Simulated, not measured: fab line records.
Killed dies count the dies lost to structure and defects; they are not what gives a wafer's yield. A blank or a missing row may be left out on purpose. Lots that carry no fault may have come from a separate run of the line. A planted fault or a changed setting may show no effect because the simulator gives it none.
fab line records	flow sky130
record lots=7	wafers=19	last-day=50
route steps=708 shown PWDE@52 NWELL@56 PAD_OPEN@708
lots that met no fault: taken from a fault-free run of the same line
start-h: hours from the record's opening day to when the first of the lot's shown wafers began	wait-h: hours elapsed since this lot's preceding step	" unchanged from the row above	L1.1+2: several wafers, shown together as one row	- no value, or no start was given	* or withheld: withheld	< > ~ a bound
route shown NAME@n: NAME is a module with steps in the file, n the number in the route of the first one	usual: mean and standard deviation over wafers with no fault	same: alike in all rows	chamber/n: place in a boat	sites: per-site readings	_std_site: standard deviation of those values	_edge_site: inner sites' mean taken away from outer sites' mean	radius-mm: how far each site lies from the wafer's centre	mask NAME#n: copy n	behind: tool/chamber where the wafer was last shaped	hold: reason for holding the lot/hours on hold/outcome of the hold	device: whichever transistor did not switch (one of n, p or np)	end of line: the tests these same wafers got at the end of their route	step lacking rows: just its recipe	killed: the dies lost at the first sort to structure and to defects; this is not the yield of the wafer	map: per-die view of a wafer (x killed, . not killed, _ where there is no die)
set.NAME: the setting the step ran with; set.NAME@STEP: the setting that earlier step ran with	model.NAME: the simulator's own value behind a step, which no gauge read
a table for each step, a row for each wafer; lots at some steps of the route
services: a tool's chamber out of use, with start hour (start-h, from the record's first day; less than 0 if before it), hours out, and reason
## steps
# step SKY_PWDE_OVL_MEAS_07
# usual PWDE_OVL=-0.3/1.5
lot.wafer	tool	chamber	start-h	wait-h	PWDE_OVL[nm]
L354.3	overlay-01	-	70.28	-	-1.2
L354.4	"	-	"	"	-1.5
L354.6	"	-	"	"	-1.4
L358.3	overlay-01	-	93.07	-	0.3
L358.4	"	-	"	"	1.5
L358.6	"	-	"	"	0.1
L361.2	overlay-01	-	106.48	-	-0.1
L361.3	"	-	"	"	-2.1
L361.4	"	-	"	"	-0.8
L362.2	overlay-02	-	110.51	-	0.3
L362.6	"	-	"	"	1.7
L363.2	overlay-02	-	118.21	-	-1.8
L363.5	"	-	"	"	-2.0
L371.1	overlay-01	-	167.01	-	0.3
L371.3	"	-	"	"	-0.2
L371.6	"	-	"	"	-0.3
L375.2	overlay-01	-	196.41	-	2.1
L375.4	"	-	"	"	0.9
L375.5	"	-	"	"	0.7
# step SKY_PWDE_IMPLANT_08
# recipe species=B	energy-kev=150	dose-cm2=3.6e+12	tilt-deg=withheld
# step SKY_PWDE_STRIP_09
# recipe chemistry=O2/N2	power-w=1400	pressure-mtorr=1500	platen-temp-c=withheld	o2-flow-sccm=3000	n2-flow-sccm=300	overash-fraction=0.5
# usual drypump-motor-current-A=5.7/0.43	oes-product-au=0.723/0.0045	strip-time-to-endpoint-s=36.94/0.11
lot.wafer	tool	chamber	start-h	wait-h	drypump-motor-current-A	oes-product-au	rf-hours-counter-h	strip-time-to-endpoint-s
L354.3	plasma-asher-04	1	70.49	0.1	6.2	0.719	-	36.98
L354.4	"	0	"	"	5.9	0.721	-	36.94
L354.6	"	1	"	"	6.3	0.723	-	36.87
L358.3	plasma-asher-04	1	93.28	0.1	6.2	0.718	-	37.19
L358.4	"	0	"	"	5.8	0.722	-	37.08
L358.6	"	1	"	"	6.2	0.721	-	36.98
L361.2	plasma-asher-04	1	106.66	0.1	6.3	0.726	42	37.02
L361.3	"	0	"	"	5.9	0.720	-	37.13
L361.4	"	1	"	"	6.2	0.720	-	36.99
L362.2	plasma-asher-04	0	110.69	0.1	5.8	0.723	42	36.90
L362.6	"	0	"	"	5.9	0.723	-	36.84
L363.2	plasma-asher-02	1	118.39	0.1	5.8	0.717	31	36.87
L363.5	"	1	"	"	5.8	0.726	-	36.84
L371.1	plasma-asher-02	1	167.19	0.1	5.8	0.728	34	37.06
L371.3	"	0	"	"	5.7	0.727	-	36.92
L371.6	"	1	"	"	5.8	0.727	-	36.88
L375.2	plasma-asher-02	1	196.59	0.1	5.8	0.722	37	36.88
L375.4	"	1	"	"	5.8	0.715	-	36.87
L375.5	"	1	"	"	5.8	0.721	-	36.94
# step SKY_PWDE_TW_MEAS_10
# usual PWDE_TW=375.2/2
lot.wafer	tool	chamber	start-h	wait-h	PWDE_TW
L354.3	film-metro-03	-	70.57	0.1	374.8
L354.4	"	-	"	"	373.6
L354.6	"	-	"	"	376.3
L358.3	film-metro-02	-	93.36	0.1	377.5
L358.4	"	-	"	"	376.6
L358.6	"	-	"	"	377.7
L361.2	film-metro-02	-	106.77	0.1	373.4
L361.3	"	-	"	"	373.6
L361.4	"	-	"	"	373.6
L362.2	film-metro-03	-	110.80	0.1	369.5
L362.6	"	-	"	"	371.7
L363.2	film-metro-02	-	118.50	0.1	371.9
L363.5	"	-	"	"	370.9
L371.1	film-metro-01	-	167.29	0.1	380.6
L371.3	"	-	"	"	376.3
L371.6	"	-	"	"	376.9
L375.2	film-metro-01	-	196.70	0.1	375.6
L375.4	"	-	"	"	377.5
L375.5	"	-	"	"	374.7
# step SKY_NWELL_DEHYDRATE_03
# recipe temp-c=200	time-s=60
# step SKY_NWELL_HMDS_04
# recipe prime-time-s=60	prime-temp-c=120
# step SKY_NWELL_COAT_05
# recipe spin-rpm=2000	resist-thk-nm=3000
# step SKY_NWELL_SOFTBAKE_06
# recipe temp-c=110	time-s=withheld
# step SKY_NWELL_EXPOSE_07
# recipe mask-id=NWM	na=0.6	source-shape=conventional	sigma-outer=0.6	polarization=unpolarized	target-cd-nm=840	dose-mj=255
# step SKY_NWELL_PEB_08
# recipe temp-c=115	time-s=withheld
# step SKY_NWELL_DEVELOP_09
# recipe wall-angle-deg=90	developer=TMAH	develop-time-s=60	dev-temp-c=23
# step SKY_NWELL_OVL_MEAS_10
# usual NWELL_00_OVL=0.4/1.6
lot.wafer	tool	chamber	start-h	wait-h	NWELL_00_OVL[nm]
L354.3	overlay-02	-	88.53	-	-0.5
L354.4	"	-	"	"	0.8
L354.6	"	-	"	"	2.1
L358.3	overlay-02	-	110.13	-	0.9
L358.4	"	-	"	"	2.7
L358.6	"	-	"	"	1.6
L361.2	overlay-01	-	125.38	-	1.4
L361.3	"	-	"	"	1.2
L361.4	"	-	"	"	0.9
L362.2	overlay-01	-	128.78	-	-3.1
L362.6	"	-	"	"	-1.6
L363.2	overlay-02	-	137.13	-	-0.3
L363.5	"	-	"	"	-0.4
L371.1	overlay-01	-	188.26	-	0.2
L371.3	"	-	"	"	1.4
L371.6	"	-	"	"	1.5
L375.2	overlay-01	-	217.86	-	0.1
L375.4	"	-	"	"	0.3
L375.5	"	-	"	"	1.5
# step SKY_NWELL_IMPLANT_11
# recipe species=P	energy-kev=400	dose-cm2=1.9e+13	tilt-deg=withheld
# usual beam-on-s=9.99/0.2	end-station-pressure-torr=5.06e-06/2.9e-07	faraday-current-uA=107.2/2.1
lot.wafer	tool	chamber	start-h	wait-h	beam-on-s	end-station-pressure-torr	faraday-current-uA
L354.3	implanter-03	0	88.61	0.1	9.92	5.17e-06	107.8
L354.4	"	0	"	"	10.33	5.08e-06	104.0
L354.6	"	0	"	"	9.84	5.01e-06	109.2
L358.3	implanter-03	0	110.21	0.1	9.75	5.26e-06	110.2
L358.4	"	0	"	"	10.35	5.11e-06	103.3
L358.6	"	0	"	"	10.17	5.46e-06	105.4
L361.2	implanter-03	0	125.43	0.0	8.31	5.01e-06	129.5
L361.3	"	0	"	"	9.73	5.19e-06	109.9
L361.4	"	0	"	"	10.31	4.49e-06	103.6
L362.2	implanter-03	0	128.83	0.0	8.03	5.16e-06	133.4
L362.6	"	0	"	"	7.65	4.94e-06	139.1
L363.2	implanter-03	0	137.18	0.0	7.71	4.92e-06	139.0
L363.5	"	0	"	"	9.83	5.29e-06	108.8
L371.1	implanter-04	0	188.29	0.0	9.89	5.01e-06	108.6
L371.3	"	0	"	"	9.78	5.11e-06	109.4
L371.6	"	0	"	"	9.92	5e-06	107.8
L375.2	implanter-02	0	217.92	0.0	9.88	4.9e-06	107.9
L375.4	"	0	"	"	10.21	4.89e-06	105.1
L375.5	"	0	"	"	10.07	4.54e-06	106.8
# step SKY_NWELL_IMPLANT_12
# recipe species=P	energy-kev=120	dose-cm2=1.3e+12	tilt-deg=withheld
# step SKY_NWELL_IMPLANT_13
# recipe species=P	energy-kev=50	dose-cm2=7e+11	tilt-deg=withheld
# step SKY_NWELL_STRIP_14
# recipe chemistry=O2/N2	power-w=1400	pressure-mtorr=1500	platen-temp-c=withheld	o2-flow-sccm=3000	n2-flow-sccm=300	overash-fraction=0.5
# usual drypump-motor-current-A=5.7/0.34	oes-product-au=0.722/0.0046	strip-time-to-endpoint-s=36.88/0.11
lot.wafer	tool	chamber	start-h	wait-h	drypump-motor-current-A	oes-product-au	rf-hours-counter-h	strip-time-to-endpoint-s
L354.3	plasma-asher-02	0	89.04	0.1	5.7	0.723	-	36.78
L354.4	"	1	"	"	5.8	0.721	-	36.86
L354.6	"	0	"	"	5.7	0.724	-	36.89
L358.3	plasma-asher-02	1	110.64	0.1	5.8	0.716	-	37.03
L358.4	"	0	"	"	5.7	0.714	-	36.95
L358.6	"	0	"	"	5.7	0.729	-	37.03
L361.2	plasma-asher-04	1	125.86	0.1	6.2	0.718	44	36.60
L361.3	"	0	"	"	5.9	0.729	-	36.64
L361.4	"	1	"	"	6.2	0.717	-	36.72
L362.2	plasma-asher-04	1	129.26	0.1	6.2	0.724	44	36.90
L362.6	"	0	"	"	5.8	0.729	-	36.96
L363.2	plasma-asher-02	1	137.61	0.1	5.8	0.728	32	36.91
L363.5	"	0	"	"	5.7	0.723	-	36.89
L371.1	plasma-asher-02	1	188.74	0.1	5.8	0.727	36	36.98
L371.3	"	1	"	"	5.8	0.726	-	37.04
L371.6	"	1	"	"	5.8	0.712	-	37.02
L375.2	plasma-asher-01	0	218.34	0.1	5.1	0.728	54	37.10
L375.4	"	1	"	"	5.4	0.728	-	37.02
L375.5	"	0	"	"	5.1	0.729	-	36.97
# step SKY_NWELL_TW_MEAS_15
# usual NWELL_TW=1825/12
lot.wafer	tool	chamber	start-h	wait-h	NWELL_TW
L354.3	film-metro-03	-	89.13	0.1	1811
L354.4	"	-	"	"	1807
L354.6	"	-	"	"	1807
L358.3	film-metro-01	-	110.73	0.1	1829
L358.4	"	-	"	"	1834
L358.6	"	-	"	"	1831
L361.2	film-metro-01	-	125.97	0.1	1709
L361.3	"	-	"	"	1825
L361.4	"	-	"	"	1832
L362.2	film-metro-03	-	129.37	0.1	1699
L362.6	"	-	"	"	1713
L363.2	film-metro-01	-	137.72	0.1	1726
L363.5	"	-	"	"	1839
L371.1	film-metro-03	-	188.84	0.1	1814
L371.3	"	-	"	"	1818
L371.6	"	-	"	"	1815
L375.2	film-metro-01	-	218.45	0.1	1842
L375.4	"	-	"	"	1840
L375.5	"	-	"	"	1832
# step SKY_NWELL_DEHYDRATE_16
# recipe temp-c=200	time-s=60
# step SKY_NWELL_HMDS_17
# recipe prime-time-s=60	prime-temp-c=120
# step SKY_NWELL_COAT_18
# recipe spin-rpm=2000	resist-thk-nm=3000
# step SKY_NWELL_SOFTBAKE_19
# recipe temp-c=110	time-s=withheld
# step SKY_NWELL_EXPOSE_20
# recipe mask-id=NWM_COMPLEMENT	na=0.6	source-shape=conventional	sigma-outer=0.6	polarization=unpolarized	target-cd-nm=840	dose-mj=260
# step SKY_NWELL_PEB_21
# recipe temp-c=115	time-s=withheld
# step SKY_NWELL_DEVELOP_22
# recipe wall-angle-deg=90	developer=TMAH	develop-time-s=60	dev-temp-c=23
# step SKY_NWELL_OVL_MEAS_23
# usual NWELL_01_OVL=-0.7/1.2
lot.wafer	tool	chamber	start-h	wait-h	NWELL_01_OVL[nm]
L354.3	overlay-01	-	105.53	-	-4.2
L354.4	"	-	"	"	-3.2
L354.6	"	-	"	"	-3.1
L358.3	overlay-02	-	128.60	-	-0.6
L358.4	"	-	"	"	-1.2
L358.6	"	-	"	"	-0.9
L361.2	overlay-02	-	145.29	-	-0.4
L361.3	"	-	"	"	0.4
L361.4	"	-	"	"	0.4
L362.2	overlay-01	-	147.61	-	-1.4
L362.6	"	-	"	"	-3.1
L363.2	overlay-02	-	156.69	-	-0.1
L363.5	"	-	"	"	0.3
L371.1	overlay-02	-	210.56	-	1.5
L371.3	"	-	"	"	0.9
L371.6	"	-	"	"	1.2
L375.2	overlay-02	-	240.79	-	-0.1
L375.4	"	-	"	"	-0.6
L375.5	"	-	"	"	-0.1
# step SKY_NWELL_IMPLANT_24
# recipe species=B	energy-kev=140	dose-cm2=9.2e+12	tilt-deg=withheld
# step SKY_NWELL_STRIP_25
# recipe chemistry=O2/N2	power-w=1400	pressure-mtorr=1500	platen-temp-c=withheld	o2-flow-sccm=3000	n2-flow-sccm=300	overash-fraction=0.5
# usual drypump-motor-current-A=5.6/0.42	oes-product-au=0.723/0.0051	strip-time-to-endpoint-s=36.91/0.11
lot.wafer	tool	chamber	start-h	wait-h	drypump-motor-current-A	oes-product-au	rf-hours-counter-h	strip-time-to-endpoint-s
L354.3	plasma-asher-04	1	105.74	0.1	6.2	0.724	-	37.21
L354.4	"	0	"	"	5.8	0.721	-	37.00
L354.6	"	1	"	"	6.2	0.721	-	36.97
L358.3	plasma-asher-01	1	128.80	0.1	5.5	0.731	-	37.01
L358.4	"	0	"	"	5.1	0.716	-	37.02
L358.6	"	0	"	"	5.1	0.719	-	37.04
L361.2	plasma-asher-01	1	145.47	0.1	5.4	0.721	46	36.94
L361.3	"	1	"	"	5.4	0.719	-	36.88
L361.4	"	0	"	"	5.1	0.719	-	37.01
L362.2	plasma-asher-01	0	147.79	0.1	5.1	0.724	46	36.80
L362.6	"	1	"	"	5.5	0.723	-	36.70
L363.2	plasma-asher-01	0	156.87	0.1	5.1	0.726	47	36.89
L363.5	"	1	"	"	5.4	0.731	-	36.90
L371.1	plasma-asher-04	0	210.74	0.1	5.9	0.720	52	36.90
L371.3	"	0	"	"	5.8	0.721	-	36.96
L371.6	"	0	"	"	5.8	0.727	-	37.03
L375.2	plasma-asher-04	0	240.97	0.1	5.8	0.719	55	36.90
L375.4	"	1	"	"	6.3	0.722	-	36.91
L375.5	"	1	"	"	6.2	0.721	-	36.93
# step SKY_NWELL_TW_MEAS_26
# usual NWELL_2_TW=497.4/2.6
lot.wafer	tool	chamber	start-h	wait-h	NWELL_2_TW
L354.3	film-metro-02	-	105.83	0.1	496.3
L354.4	"	-	"	"	496.4
L354.6	"	-	"	"	494.0
L358.3	film-metro-03	-	128.89	0.1	495.0
L358.4	"	-	"	"	496.1
L358.6	"	-	"	"	497.4
L361.2	film-metro-01	-	145.58	0.1	501.7
L361.3	"	-	"	"	498.5
L361.4	"	-	"	"	500.2
L362.2	film-metro-02	-	147.90	0.1	493.1
L362.6	"	-	"	"	494.9
L363.2	film-metro-03	-	156.98	0.1	495.0
L363.5	"	-	"	"	496.3
L371.1	film-metro-02	-	210.84	0.1	500.2
L371.3	"	-	"	"	498.0
L371.6	"	-	"	"	499.5
L375.2	film-metro-03	-	241.08	0.1	496.0
L375.4	"	-	"	"	492.4
L375.5	"	-	"	"	494.0
# step SKY_NWELL_CLEAN_27
# recipe chemistry=SC1/SC2	mix=1:4:20	temp-c=70	time-s=150	dry=n2-spin
# step SKY_NWELL_RTA_28
# recipe temp-c=1050	time-s=30	idle-temp-c=650	ramp-up-c-per-s=150	ramp-down-c-per-s=90	ambient=N2
# usual lamp-power-pct=25.31/0.052	ramp-up-c-per-s=150.00/0.027	wafer_temp_C_max=1055.0/0.99
lot.wafer	tool	chamber	start-h	wait-h	lamp-power-pct	ramp-up-c-per-s	wafer_temp_C_max
L354.3	rtp-anneal-02	0	105.95	0.0	25.35	150.03	1057.0
L354.4	"	0	"	"	25.27	150.02	1055.7
L354.6	"	0	"	"	25.30	150.01	1054.7
L358.3	rtp-anneal-02	0	129.02	0.0	25.27	149.98	1056.8
L358.4	"	0	"	"	25.26	150.02	1055.6
L358.6	"	0	"	"	25.26	150.02	1054.2
L361.2	rtp-anneal-02	0	145.70	0.0	25.28	150.00	1056.2
L361.3	"	0	"	"	25.31	149.97	1054.6
L361.4	"	0	"	"	25.28	150.01	1055.0
L362.2	rtp-anneal-01	0	148.02	0.0	25.27	149.98	1054.7
L362.6	"	0	"	"	25.31	150.00	1056.1
L363.2	rtp-anneal-02	0	157.10	0.0	25.35	150.01	1055.1
L363.5	"	0	"	"	25.36	149.96	1054.0
L371.1	rtp-anneal-02	0	210.95	0.0	25.35	150.00	1053.3
L371.3	"	0	"	"	25.24	150.04	1053.4
L371.6	"	0	"	"	25.18	149.99	1054.2
L375.2	rtp-anneal-02	0	241.20	0.0	25.41	150.04	1055.7
L375.4	"	0	"	"	25.32	150.02	1053.7
L375.5	"	0	"	"	25.33	150.03	1055.5
# step SKY_NWELL_RS_MEAS_29
# recipe thk-meas-gauge=four-point-probe
# usual NWELL_RS=624.0/1.7
lot.wafer	tool	chamber	start-h	wait-h	NWELL_RS[ohm/sq]
L354.3	film-metro-01	-	106.06	0.1	623.0
L354.4	"	-	"	"	626.0
L354.6	"	-	"	"	621.9
L358.3	film-metro-01	-	129.13	0.1	623.8
L358.4	"	-	"	"	623.0
L358.6	"	-	"	"	623.2
L361.2	film-metro-02	-	145.80	0.1	701.8
L361.3	"	-	"	"	625.0
L361.4	"	-	"	"	625.4
L362.2	film-metro-01	-	148.12	0.1	697.1
L362.6	"	-	"	"	696.6
L363.2	film-metro-02	-	157.20	0.1	701.8
L363.5	"	-	"	"	626.0
L371.1	film-metro-03	-	211.05	0.1	625.2
L371.3	"	-	"	"	625.0
L371.6	"	-	"	"	626.2
L375.2	film-metro-01	-	241.30	0.1	621.0
L375.4	"	-	"	"	619.9
L375.5	"	-	"	"	621.1
# step SKY_PAD_OPEN_PROBE_99
lot.wafer	tool	chamber	start-h	wait-h	model.etest.nfet_16v.r-on-ohm-um	model.etest.res-nwell.line-ohm-um	model.etest.res-nwell.rs-ohm-sq	model.etest.tip_p_5v.rs-ohm-sq	model.etest.res-nwell.width-nm	model.etest.pfet_16v.drive-ua-um	model.etest.field-p.vt-v	model.etest.pfet-g5v0d10v5.off-log10-a-um
L354.3	prober-01	-	1075.49	0.2	1.419e+04	1045	888.3	2802	838.5	253.6	-39.11	-12.26
L354.4	prober-01	-	1075.54	0.2	1.422e+04	1066	900.1	2829	842.1	251.7	-38.95	-12.12
L354.6	prober-01	-	1075.64	0.2	1.419e+04	1062	884.1	2810	836.9	250.7	-39.27	-12.26
L358.3	prober-01	-	1105.05	0.2	1.403e+04	1159	954.5	2898	817.8	240.4	-40.91	-13
L358.4	prober-01	-	1105.10	0.2	1.419e+04	1228	998	2900	823.3	232.5	-43.23	-12.88
L358.6	prober-01	-	1105.20	0.2	1.407e+04	1209	1008	2893	821.2	237.7	-43.64	-13.24
L361.3	prober-02	-	1116.51	0.2	1.424e+04	1115	944.1	2837	848	240.8	-41.4	-12.71
L361.4	prober-02	-	1116.56	0.2	1.423e+04	1143	965.7	2855	850.2	239.2	-42.25	-12.74
L362.2	prober-01	-	1123.43	0.1	1.521e+04	1214	1009	2781	813.5	258.9	-34.74	-11.83
L362.6	prober-01	-	1123.63	0.2	1.52e+04	1232	1006	2786	812	258.4	-34.41	-11.69
L363.2	prober-02	-	1128.45	0.1	1.48e+04	1383	1115	2823	813.2	252.4	-38.54	-12.63
L363.5	prober-02	-	1128.60	0.2	1.387e+04	1201	1007	2868	836.9	245.8	-44.14	-12.78
L371.1	prober-01	-	1173.12	0.1	1.396e+04	1127	952	2852	835	242.7	-41.21	-13
L371.3	prober-01	-	1173.22	0.2	1.407e+04	1160	973.8	2853	836.6	240.6	-42.59	-12.77
L371.6	prober-01	-	1173.37	0.2	1.409e+04	1168	982.1	2874	837.8	240.7	-42.96	-13.1
L375.2	prober-01	-	1202.18	0.1	1.415e+04	1111	933	2853	854	245.8	-41.69	-12.34
L375.4	prober-01	-	1202.28	0.2	1.404e+04	1071	910.8	2839	852.2	249.3	-40.2	-12.58
L375.5	prober-01	-	1202.33	0.2	1.396e+04	1108	925.5	2855	852.1	247.7	-41.01	-12.69
# killed by level:class
L354.3 VIA1:geometric-particle:open=12 LI_CONTACT:geometric-particle:open=10 CONTACT:geometric-particle:open=10 VIA1:geometric-particle:short=8 VIA3:geometric-particle:open=6 VIA2:geometric-particle:open=5 METAL3:geometric-particle:short=5 FIELD_ISO:geometric-particle:open=3
L354.4 VIA1:geometric-particle:open=11 CONTACT:geometric-particle:open=9 METAL2:geometric-particle:short=8 VIA1:geometric-particle:short=7 LOCAL_INTERCONNECT:geometric-particle:short=6 VIA3:geometric-particle:open=5 FIELD_ISO:geometric-particle:open=4 LI_CONTACT:geometric-particle:short=4
L354.6 VIA2:geometric-particle:open=12 FIELD_ISO:geometric-particle:short=9 METAL2:geometric-particle:short=9 CONTACT:geometric-particle:open=8 VIA3:geometric-particle:open=7 POLY_GATE:geometric-particle:short=6 VIA1:geometric-particle:open=6 FIELD_ISO:geometric-particle:open=5
L358.3 CONTACT:geometric-particle:open=9 VIA2:geometric-particle:open=9 METAL2:geometric-particle:short=8 VIA1:geometric-particle:open=8 FIELD_ISO:geometric-particle:short=7 LI_CONTACT:geometric-particle:open=7 VIA1:geometric-particle:short=6 LI_CONTACT:geometric-particle:short=5
L358.4 CONTACT:geometric-particle:open=16 LI_CONTACT:geometric-particle:open=9 VIA3:geometric-particle:open=6 VIA1:geometric-particle:open=5 METAL2:geometric-particle:short=5 VIA2:geometric-particle:open=5 CONTACT:geometric-particle:short=4 FIELD_ISO:geometric-particle:short=3
L358.6 CONTACT:geometric-particle:open=14 VIA1:geometric-particle:open=11 LI_CONTACT:geometric-particle:open=7 CONTACT:geometric-particle:short=6 METAL2:geometric-particle:short=5 VIA2:geometric-particle:open=5 FIELD_ISO:geometric-particle:short=4 LOCAL_INTERCONNECT:geometric-particle:short=4
L371.1 CONTACT:geometric-particle:open=14 VIA1:geometric-particle:open=12 METAL1:geometric-particle:short=9 LI_CONTACT:geometric-particle:open=5 VIA3:geometric-particle:open=5 VIA1:geometric-particle:short=5 FIELD_ISO:geometric-particle:open=4 POLY_GATE:geometric-particle:open=4
L371.3 VIA1:geometric-particle:short=12 VIA1:geometric-particle:open=9 CONTACT:geometric-particle:open=7 VIA3:geometric-particle:open=7 METAL2:geometric-particle:short=6 LI_CONTACT:geometric-particle:open=5 FIELD_ISO:geometric-particle:open=4 CONTACT:geometric-particle:short=4
L371.6 CONTACT:geometric-particle:open=12 VIA2:geometric-particle:open=8 LI_CONTACT:geometric-particle:open=7 METAL1:geometric-particle:short=6 VIA1:geometric-particle:open=5 METAL2:geometric-particle:short=5 METAL4:geometric-particle:short=5 CONTACT:geometric-particle:short=4
L375.2 LI_CONTACT:geometric-particle:open=9 VIA2:geometric-particle:open=8 FIELD_ISO:geometric-particle:open=5 VIA3:geometric-particle:open=5 METAL2:geometric-particle:short=5 CONTACT:geometric-particle:open=5 VIA1:geometric-particle:short=5 METAL4:geometric-particle:short=5
L375.4 CONTACT:geometric-particle:open=11 VIA1:geometric-particle:open=7 VIA2:geometric-particle:open=5 METAL3:geometric-particle:short=5 CONTACT:geometric-particle:short=5 VIA1:geometric-particle:short=5 METAL2:geometric-particle:short=5 FIELD_ISO:geometric-particle:short=4
L375.5 VIA1:geometric-particle:open=12 FIELD_ISO:geometric-particle:open=9 VIA2:geometric-particle:short=9 LI_CONTACT:geometric-particle:open=7 VIA2:geometric-particle:open=7 CONTACT:geometric-particle:open=6 VIA3:geometric-particle:open=6 CONTACT:geometric-particle:short=5
## services
tool	chamber	start-h	hours	kind
plasma-asher-01	-	48.37	2.8	pm
implanter-03	-	59.15	4.2	repair
plasma-asher-01	-	86.17	3.5	repair
implanter-04	-	93.02	3.1	repair
implanter-04	-	108.23	4.6	pm
implanter-02	-	139.96	6.2	repair
implanter-02	-	147.25	3.2	repair
plasma-asher-02	-	148.94	16.0	pm
implanter-04	-	151.02	5.3	repair
implanter-02	-	153.69	2.9	pm
rtp-anneal-01	-	156.84	97.5	pm
plasma-asher-02	-	171.47	1.2	repair
## key
first-sign step=SKY_NWELL_IMPLANT_11	reading=faraday-current-uA	direction=up	sigmas=13	usual=107.2	struck=135.2
effect step=SKY_NWELL_IMPLANT_11	reading=beam-on-s	direction=down	sigmas=10	usual=9.99	struck=7.92
effect step=SKY_NWELL_TW_MEAS_15	reading=NWELL_TW	direction=down	sigmas=9.4	usual=1825	struck=1712
effect step=SKY_NWELL_RS_MEAS_29	reading=NWELL_RS	direction=up	sigmas=45	usual=624.0	struck=699.3
model-effect step=SKY_PAD_OPEN_PROBE_99	value=etest.nfet_16v.r-on-ohm-um	without=1.417e+04	struck=1.507e+04
met-at SKY_NWELL_IMPLANT_11
struck-wafers L361.2,L362.2,L362.6,L363.2
sort-left-out L361.2,L362.2,L362.6,L363.2
tester-left-out L361,L362,L363
onset-between 110.21 125.43
fault kind=process-parameter-drift	tool=implanter-03	chamber=-	onset-h=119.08	steps=SKY_NWELL_IMPLANT_11	channel=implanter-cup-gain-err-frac	offset=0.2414	shape=step	end-h=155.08	scope=struck-wafers-only
# tester-left-out: of these lots the tester's yield and bins aren't shown, on N5 and GAA mostly nor the transistor test; their killed dies are dies lost to structure and defects alone, not to doping, threshold or leakage, so they don't give the yield
# sort-left-out: the simulated sort isn't trusted on such a fault, so these wafers' sort isn't shown, and their yield isn't known
